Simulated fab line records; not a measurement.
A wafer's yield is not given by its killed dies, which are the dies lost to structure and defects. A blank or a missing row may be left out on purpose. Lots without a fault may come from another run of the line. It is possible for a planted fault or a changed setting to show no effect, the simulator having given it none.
Lot-split experiment || flow sky130 || 23 wafers read from 5 lots, route of 708 steps

## THE SPLIT
At SKY_NWELL_IMPLANT_13, the setting energy kev was moved away from the recipe's 50 on 7 of the 23 wafers read, by -3.2% to +2.7%. All remaining wafers had this setting at the recipe value.

Reading taken at the split's own step.

## THE READING
implant.drp nm (the simulator's own value, which no gauge read), in nm, at SKY_NWELL_IMPLANT_13. No usual value for it is given in the file.

{"wafer": "L074.1", "tool, chamber at the split": "implanter-04, 0", "energy kev as run": 50, "against the recipe": "recipe", "implant.drp nm, nm": 25.55, "against lot-mates on the recipe": "-"}
{"wafer": "L074.2", "tool, chamber at the split": "implanter-04, 0", "energy kev as run": 50, "against the recipe": "recipe", "implant.drp nm, nm": 25.55, "against lot-mates on the recipe": "-"}
{"wafer": "L074.3", "tool, chamber at the split": "implanter-04, 0", "energy kev as run": 50, "against the recipe": "recipe", "implant.drp nm, nm": 25.55, "against lot-mates on the recipe": "-"}
{"wafer": "L074.4", "tool, chamber at the split": "implanter-04, 0", "energy kev as run": 51.35, "against the recipe": "+2.7%", "implant.drp nm, nm": 26.12, "against lot-mates on the recipe": "+0.57"}
{"wafer": "L074.6", "tool, chamber at the split": "implanter-04, 0", "energy kev as run": 51.35, "against the recipe": "+2.7%", "implant.drp nm, nm": 26.12, "against lot-mates on the recipe": "+0.57"}
{"wafer": "L078.1", "tool, chamber at the split": "implanter-04, 0", "energy kev as run": 50, "against the recipe": "recipe", "implant.drp nm, nm": 25.55, "against lot-mates on the recipe": "-"}
{"wafer": "L078.5", "tool, chamber at the split": "implanter-04, 0", "energy kev as run": 50, "against the recipe": "recipe", "implant.drp nm, nm": 25.55, "against lot-mates on the recipe": "-"}
{"wafer": "L078.2", "tool, chamber at the split": "implanter-04, 0", "energy kev as run": 48.89, "against the recipe": "-2.2%", "implant.drp nm, nm": 25.07, "against lot-mates on the recipe": -0.48}
{"wafer": "L078.4", "tool, chamber at the split": "implanter-04, 0", "energy kev as run": 48.89, "against the recipe": "-2.2%", "implant.drp nm, nm": 25.07, "against lot-mates on the recipe": -0.48}
{"wafer": "L078.6", "tool, chamber at the split": "implanter-04, 0", "energy kev as run": 48.89, "against the recipe": "-2.2%", "implant.drp nm, nm": 25.07, "against lot-mates on the recipe": -0.48}
{"wafer": "L081.2", "tool, chamber at the split": "implanter-02, 0", "energy kev as run": 50, "against the recipe": "recipe", "implant.drp nm, nm": 25.55, "against lot-mates on the recipe": "-"}
{"wafer": "L081.3", "tool, chamber at the split": "implanter-02, 0", "energy kev as run": 50, "against the recipe": "recipe", "implant.drp nm, nm": 25.55, "against lot-mates on the recipe": "-"}
{"wafer": "L081.6", "tool, chamber at the split": "implanter-02, 0", "energy kev as run": 50, "against the recipe": "recipe", "implant.drp nm, nm": 25.55, "against lot-mates on the recipe": "-"}
{"wafer": "L083.1", "tool, chamber at the split": "implanter-04, 0", "energy kev as run": 50, "against the recipe": "recipe", "implant.drp nm, nm": 25.55, "against lot-mates on the recipe": "-"}
{"wafer": "L083.2", "tool, chamber at the split": "implanter-04, 0", "energy kev as run": 50, "against the recipe": "recipe", "implant.drp nm, nm": 25.55, "against lot-mates on the recipe": "-"}
{"wafer": "L083.4", "tool, chamber at the split": "implanter-04, 0", "energy kev as run": 50, "against the recipe": "recipe", "implant.drp nm, nm": 25.55, "against lot-mates on the recipe": "-"}
{"wafer": "L083.5", "tool, chamber at the split": "implanter-04, 0", "energy kev as run": 50, "against the recipe": "recipe", "implant.drp nm, nm": 25.55, "against lot-mates on the recipe": "-"}
{"wafer": "L083.6", "tool, chamber at the split": "implanter-04, 0", "energy kev as run": 50, "against the recipe": "recipe", "implant.drp nm, nm": 25.55, "against lot-mates on the recipe": "-"}
{"wafer": "L085.1", "tool, chamber at the split": "implanter-04, 0", "energy kev as run": 50, "against the recipe": "recipe", "implant.drp nm, nm": 25.55, "against lot-mates on the recipe": "-"}
{"wafer": "L085.2", "tool, chamber at the split": "implanter-04, 0", "energy kev as run": 50, "against the recipe": "recipe", "implant.drp nm, nm": 25.55, "against lot-mates on the recipe": "-"}
{"wafer": "L085.4", "tool, chamber at the split": "implanter-04, 0", "energy kev as run": 50, "against the recipe": "recipe", "implant.drp nm, nm": 25.55, "against lot-mates on the recipe": "-"}
{"wafer": "L085.3", "tool, chamber at the split": "implanter-04, 0", "energy kev as run": 48.42, "against the recipe": "-3.2%", "implant.drp nm, nm": 24.87, "against lot-mates on the recipe": -0.68}
{"wafer": "L085.6", "tool, chamber at the split": "implanter-04, 0", "energy kev as run": 48.42, "against the recipe": "-3.2%", "implant.drp nm, nm": 24.87, "against lot-mates on the recipe": -0.68}

FIT RESULTS
A straight line over all 23 wafers: implant.drp nm changes by +0.214 nm for each +1% of energy kev; r = +1.00; the points scatter about the line by 0.0028 nm.
The same after taking each lot's own level away (the mean of its wafers on the recipe; 23 wafers): +0.214 nm for each +1%; r = +1.00; scatter 0.0028 nm.
That fit puts the effect of the largest move of energy kev on the reading at 0.68 nm.
The lots' own levels span 25.550 to 25.550 nm.
Consequently the slope shifts little with the lot-to-lot level, the two slopes agreeing.
Check: with one of the wafers moved furthest among these (-3.2%) left out of the fit, the line predicts -0.677 nm for it against its lot-mates. It came out at -0.68 nm against them.

## THE OTHER SPLITS THESE WAFERS WENT THROUGH
Other splits were also applied to these wafers ahead of the reading. Each is held against what the fit with the lots' levels taken away leaves over:
{"other split on the same wafers": "SKY_FIELD_ISO_OXIDATION_01 ox time s", "wafers away from the commonest value": 15, "r with implant.drp nm (lot level and that fit taken away)": "+0.01"}
{"other split on the same wafers": "SKY_FIELD_ISO_WET_ETCH_30 time s", "wafers away from the commonest value": 15, "r with implant.drp nm (lot level and that fit taken away)": -0.04}
{"other split on the same wafers": "SKY_DNWELL_COAT_02 resist thk nm", "wafers away from the commonest value": 7, "r with implant.drp nm (lot level and that fit taken away)": "+0.10"}

## THE WHOLE CHAIN: every reading that the file lists as answering this split, in the file's order
{"step": "SKY_NWELL_IMPLANT_13", "what it does": "", "reading": "implant.rp nm (the simulator's own value, which no gauge read)", "change (the file's fit)": "+0.614 nm for each +1% of the setting", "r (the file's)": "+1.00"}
{"step": "SKY_NWELL_IMPLANT_13", "what it does": "", "reading": "implant.drp nm (the simulator's own value, which no gauge read)", "change (the file's fit)": "+0.215 nm for each +1% of the setting", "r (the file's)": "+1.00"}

## FILE'S OWN FIT
implant.drp nm changes by +0.215 nm for each +1% of energy kev, r = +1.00.
